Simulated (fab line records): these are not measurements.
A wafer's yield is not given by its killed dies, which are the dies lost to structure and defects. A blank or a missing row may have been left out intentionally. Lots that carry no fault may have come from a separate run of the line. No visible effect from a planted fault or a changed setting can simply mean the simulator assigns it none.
A single fault, viewed from 2 desks | flow sky130 | what lay behind the numbers comes last; until then each desk has only its own

== THE METROLOGY DESK ==
Lot by lot, what the gauges showed, no matter which tool ran the lot: averages of those sampled wafers that carry a number. If a lot's mean is further than 4 standard deviations from the usual mean, the lot is out of limits and carries the mark OUT (the distance appears in the brackets).
Columns: A = VIA2_HDPCVD_THK at SKY_VIA2_THK_MEAS_01, usual 1181 nm; B = VIA2_BOW at SKY_VIA2_BOW_MEAS_03, usual 85 um; C = cdNm at SKY_VIA2_CD_MEAS_12, usual 199.1 nm
lot  | first seen here | A    | B  | C
L851 | day 37 04:17    | 1179 | 93 | 199.7
L857 | day 38 20:37    | 1163 | 74 | 199.1
L858 | day 39 06:38    | 1176 | 89 | 199.8
L866 | day 41 15:25    | 1172 | 89 | 201.0
L867 | day 42 00:11    | 1166 | 90 | 201.5
L868 | day 42 15:29    | 1189 | 88 | 197.9
This desk's finding: nothing out of limits on any of the 6 lots.

== DESK OF THE TOOL OWNER: lithoTrack-04 ==
The tool's own readings at SKY_VIA2_DEVELOP_11 (develop time 60 s): means of the sampled wafers that have a number, for each lot that ran on this tool. If a lot's mean is further than 4 standard deviations from the usual mean, the lot is out of limits and carries the mark OUT (the distance appears in the brackets).
Columns: A = chillPlateTempC at SKY_VIA2_DEVELOP_11, usual 23.00 C; B = developerTempC at SKY_VIA2_DEVELOP_11, usual 20.98 C
lot  | first seen here | A     | B
L851 | day 38 05:00    | 22.93 | 21.01
L858 | day 40 07:00    | 23.04 | 20.92
L866 | day 42 14:00    | 23.04 | 22.86 (+17) OUT
L867 | day 42 23:00    | 23.04 | 22.95 (+18) OUT
Finding of this desk: L866, L867 out of limits; the first was L866 at day 42 14:00, on developerTempC at SKY_VIA2_DEVELOP_11. L851, L858: within limits.

== PUT TOGETHER ==
The tool owner's desk could have raised an alarm at day 42 14:00, on L866, L867.
At the metrology desk, nothing out of limits was observed.
The metrology desk holds a record of L866, L867, inside its limits.
Every lot named ran SKY_VIA2_DEVELOP_11 on lithoTrack-04.

== WHAT WAS PUT IN BY THE SIMULATOR ==
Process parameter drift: lithoTrack-04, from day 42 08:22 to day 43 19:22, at SKY_VIA2_DEVELOP_11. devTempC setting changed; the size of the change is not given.
Struck lots among those shown: L866, L867.
Time in hours from fault onset to the first out-of-limits reading at each desk: the tool owner's desk, 6.
